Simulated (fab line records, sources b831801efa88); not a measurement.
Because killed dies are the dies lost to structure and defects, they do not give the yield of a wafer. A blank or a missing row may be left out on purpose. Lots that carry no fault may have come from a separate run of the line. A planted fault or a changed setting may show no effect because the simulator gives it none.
What tool caused it? || flow gf180mcu || 13 lots, 39 wafers sampled, at 4 steps of a route of 602

WHAT THE GAUGES READ, wafer by wafer
GF_V5_BOW_MEAS_05.
{"lot": "L188", "measured": "day 26 10:37", "on": "film metro-02", "V5_BOW (um)": "119 114 125"}
{"lot": "L190", "measured": "day 27 10:34", "on": "film metro-03", "V5_BOW (um)": "140 145 145"}
{"lot": "L191", "measured": "day 27 14:21", "on": "film metro-04", "V5_BOW (um)": "141 134 134"}
{"lot": "L192", "measured": "day 27 22:16", "on": "film metro-02", "V5_BOW (um)": "155 151 134"}
{"lot": "L193", "measured": "day 28 03:51", "on": "film metro-04", "V5_BOW (um)": "154 137 157"}
{"lot": "L195", "measured": "day 28 18:25", "on": "film metro-02", "V5_BOW (um)": "151 146 156"}
{"lot": "L196", "measured": "day 29 06:28", "on": "film metro-04", "V5_BOW (um)": "138 135 141"}
{"lot": "L198", "measured": "day 29 21:40", "on": "film metro-04", "V5_BOW (um)": "146 150 133"}
{"lot": "L200", "measured": "day 30 14:39", "on": "film metro-04", "V5_BOW (um)": "130 132 133"}
{"lot": "L202", "measured": "day 31 00:40", "on": "film metro-03", "V5_BOW (um)": "153 148 156"}
{"lot": "L205", "measured": "day 31 20:56", "on": "film metro-03", "V5_BOW (um)": "127 130 133"}
{"lot": "L209", "measured": "day 32 16:22", "on": "film metro-03", "V5_BOW (um)": "131 137 119"}
{"lot": "L210", "measured": "day 32 22:08", "on": "film metro-02", "V5_BOW (um)": "132 144 137"}

GF_V5_RS_MEAS_24: the measuring method here is four-point-probe.
{"lot": "L188", "measured": "day 27 08:02", "on": "film metro-03", "V5_W_RS (ohm/sq)": "0.3295 0.3261 0.3262"}
{"lot": "L190", "measured": "day 28 07:32", "on": "film metro-04", "V5_W_RS (ohm/sq)": "0.3341 0.3322 0.3252"}
{"lot": "L191", "measured": "day 28 10:51", "on": "film metro-02", "V5_W_RS (ohm/sq)": "0.3304 0.3281 0.3264"}
{"lot": "L192", "measured": "day 28 19:09", "on": "film metro-03", "V5_W_RS (ohm/sq)": "0.3234 0.3214 0.3269"}
{"lot": "L193", "measured": "day 29 00:37", "on": "film metro-02", "V5_W_RS (ohm/sq)": "0.3294 0.3267 0.3289"}
{"lot": "L195", "measured": "day 29 13:33", "on": "film metro-03", "V5_W_RS (ohm/sq)": "0.3229 0.3263 0.3271"}
{"lot": "L196", "measured": "day 30 02:27", "on": "film metro-03", "V5_W_RS (ohm/sq)": "0.3330 0.3289 0.3307"}
{"lot": "L198", "measured": "day 30 17:09", "on": "film metro-03", "V5_W_RS (ohm/sq)": "0.3269 0.3332 0.3297"}
{"lot": "L200", "measured": "day 31 09:17", "on": "film metro-04", "V5_W_RS (ohm/sq)": "0.3265 0.3268 0.3270"}
{"lot": "L202", "measured": "day 31 19:25", "on": "film metro-03", "V5_W_RS (ohm/sq)": "0.3266 0.3260 0.3274"}
{"lot": "L205", "measured": "day 32 15:19", "on": "film metro-03", "V5_W_RS (ohm/sq)": "0.3259 0.3257 0.3268"}
{"lot": "L209", "measured": "day 33 09:33", "on": "film metro-03", "V5_W_RS (ohm/sq)": "0.3268 0.3278 0.3245"}
{"lot": "L210", "measured": "day 33 14:55", "on": "film metro-02", "V5_W_RS (ohm/sq)": "0.3271 0.3301 0.3259"}

TOOL THAT RAN EACH LOT (tool first, then ch and the chambers of the sampled wafers, then the start)
{"lot": "L188", "GF_V5_ETCH_17": "rie diel-02 ch 0,1,2, day 27 07:55 or earlier", "GF_V5_CVD_23": "cvd w-02 ch 0,1, day 27 07:55"}
{"lot": "L190", "GF_V5_ETCH_17": "rie diel-02 ch 1,2, day 28 07:23 or earlier", "GF_V5_CVD_23": "cvd w-02 ch 0,1, day 28 07:23"}
{"lot": "L191", "GF_V5_ETCH_17": "rie diel-01 ch 0,1,2, day 28 10:44 or earlier", "GF_V5_CVD_23": "cvd w-02 ch 0,1, day 28 10:44"}
{"lot": "L192", "GF_V5_ETCH_17": "rie diel-04 ch 1,2,3, day 28 19:02 or earlier", "GF_V5_CVD_23": "cvd w-02 ch 0,1, day 28 19:02"}
{"lot": "L193", "GF_V5_ETCH_17": "rie diel-04 ch 0,1, day 29 00:29 or earlier", "GF_V5_CVD_23": "cvd w-02 ch 0,1, day 29 00:29"}
{"lot": "L195", "GF_V5_ETCH_17": "rie diel-02 ch 1,2, day 29 13:25 or earlier", "GF_V5_CVD_23": "cvd w-01 ch 0,1, day 29 13:25"}
{"lot": "L196", "GF_V5_ETCH_17": "rie diel-02 ch 0,3, day 30 02:20 or earlier", "GF_V5_CVD_23": "cvd w-01 ch 0,1, day 30 02:20"}
{"lot": "L198", "GF_V5_ETCH_17": "rie diel-04 ch 1,2,3, day 30 17:02 or earlier", "GF_V5_CVD_23": "cvd w-01 ch 0,1, day 30 17:02"}
{"lot": "L200", "GF_V5_ETCH_17": "rie diel-02 ch 1,3, day 31 09:11 or earlier", "GF_V5_CVD_23": "cvd w-01 ch 0,1, day 31 09:11"}
{"lot": "L202", "GF_V5_ETCH_17": "rie diel-01 ch 1,2, day 31 19:17 or earlier", "GF_V5_CVD_23": "cvd w-02 ch 0,1, day 31 19:17"}
{"lot": "L205", "GF_V5_ETCH_17": "rie diel-04 ch 0,2,3, day 32 15:05 or earlier", "GF_V5_CVD_23": "cvd w-02 ch 1, day 32 15:05"}
{"lot": "L209", "GF_V5_ETCH_17": "rie diel-04 ch 1,2,3, day 33 09:26 or earlier", "GF_V5_CVD_23": "cvd w-02 ch 0,1, day 33 09:26"}
{"lot": "L210", "GF_V5_ETCH_17": "rie diel-02 ch 1,2,3, day 33 14:49 or earlier", "GF_V5_CVD_23": "cvd w-02 ch 0,1, day 33 14:49"}
- GF_V5_ETCH_17: etches SiO2 in C4F8/O2/Ar, stops on TiN, target depth 855 nm.
- GF_V5_CVD_23: deposits W, target thk 350 nm, time 104.9 s.

WHAT THE TOOLS THEMSELVES READ (means of the sampled wafers that have a number; where no wafer has one, the mark that the record gives instead)
GF_V5_ETCH_17.
{"lot": "L188", "tool": "rie diel-02", "chamber pressure mTorr (mTorr)": 39.97, "oes product au (a.u.)": 0.855}
{"lot": "L190", "tool": "rie diel-02", "chamber pressure mTorr (mTorr)": 39.98, "oes product au (a.u.)": 0.862}
{"lot": "L191", "tool": "rie diel-01", "chamber pressure mTorr (mTorr)": 40.00, "oes product au (a.u.)": 0.859}
{"lot": "L192", "tool": "rie diel-04", "chamber pressure mTorr (mTorr)": 39.98, "oes product au (a.u.)": 0.860}
{"lot": "L193", "tool": "rie diel-04", "chamber pressure mTorr (mTorr)": 39.99, "oes product au (a.u.)": 0.861}
{"lot": "L195", "tool": "rie diel-02", "chamber pressure mTorr (mTorr)": 39.99, "oes product au (a.u.)": 0.857}
{"lot": "L196", "tool": "rie diel-02", "chamber pressure mTorr (mTorr)": 39.99, "oes product au (a.u.)": 0.860}
{"lot": "L198", "tool": "rie diel-04", "chamber pressure mTorr (mTorr)": 40.02, "oes product au (a.u.)": 0.857}
{"lot": "L200", "tool": "rie diel-02", "chamber pressure mTorr (mTorr)": 39.99, "oes product au (a.u.)": 0.857}
{"lot": "L202", "tool": "rie diel-01", "chamber pressure mTorr (mTorr)": 40.03, "oes product au (a.u.)": 0.860}
{"lot": "L205", "tool": "rie diel-04", "chamber pressure mTorr (mTorr)": 40.01, "oes product au (a.u.)": 0.852}
{"lot": "L209", "tool": "rie diel-04", "chamber pressure mTorr (mTorr)": 39.98, "oes product au (a.u.)": 0.860}
{"lot": "L210", "tool": "rie diel-02", "chamber pressure mTorr (mTorr)": 40.01, "oes product au (a.u.)": 0.863}

GF_V5_CVD_23.
{"lot": "L188", "tool": "cvd w-02", "heater power w (W)": 986}
{"lot": "L190", "tool": "cvd w-02", "heater power w (W)": 987}
{"lot": "L191", "tool": "cvd w-02", "heater power w (W)": 1003}
{"lot": "L192", "tool": "cvd w-02", "heater power w (W)": 986}
{"lot": "L193", "tool": "cvd w-02", "heater power w (W)": 990}
{"lot": "L195", "tool": "cvd w-01", "heater power w (W)": 870}
{"lot": "L196", "tool": "cvd w-01", "heater power w (W)": 929}
{"lot": "L198", "tool": "cvd w-01", "heater power w (W)": 929}
{"lot": "L200", "tool": "cvd w-01", "heater power w (W)": 863}
{"lot": "L202", "tool": "cvd w-02", "heater power w (W)": 1031}
{"lot": "L205", "tool": "cvd w-02", "heater power w (W)": 1054}
{"lot": "L209", "tool": "cvd w-02", "heater power w (W)": 1035}
{"lot": "L210", "tool": "cvd w-02", "heater power w (W)": 1046}

THE ANSWER, worked out from the rows above alone
Rule: what is usual is taken from the lots themselves. The widest of any qualifying gaps counts: lots, ordered by their means at a reading, are off when they make up no more than a third of the lots, leave a main group of 4 or more, and stand apart from it by 3 or more times the standard deviation of that group's means. The tables above print the reading to a certain number of digits; a main group whose means all agree to those digits is not used. Also off: a lot with no number at a reading for which 4 or more lots have one. Any other lot the step has rows for is counted as sound. The gauges are gone through in route order, then the tools' own readings, and for those a lot's mean is taken as printed above. At the first step where some lot is off, the reading lying furthest off is the one used; lots without a number count as furthest.
None of the lots is off at any reading shown; this tells nothing.

WHAT HAD BEEN PUT IN BY THE SIMULATOR
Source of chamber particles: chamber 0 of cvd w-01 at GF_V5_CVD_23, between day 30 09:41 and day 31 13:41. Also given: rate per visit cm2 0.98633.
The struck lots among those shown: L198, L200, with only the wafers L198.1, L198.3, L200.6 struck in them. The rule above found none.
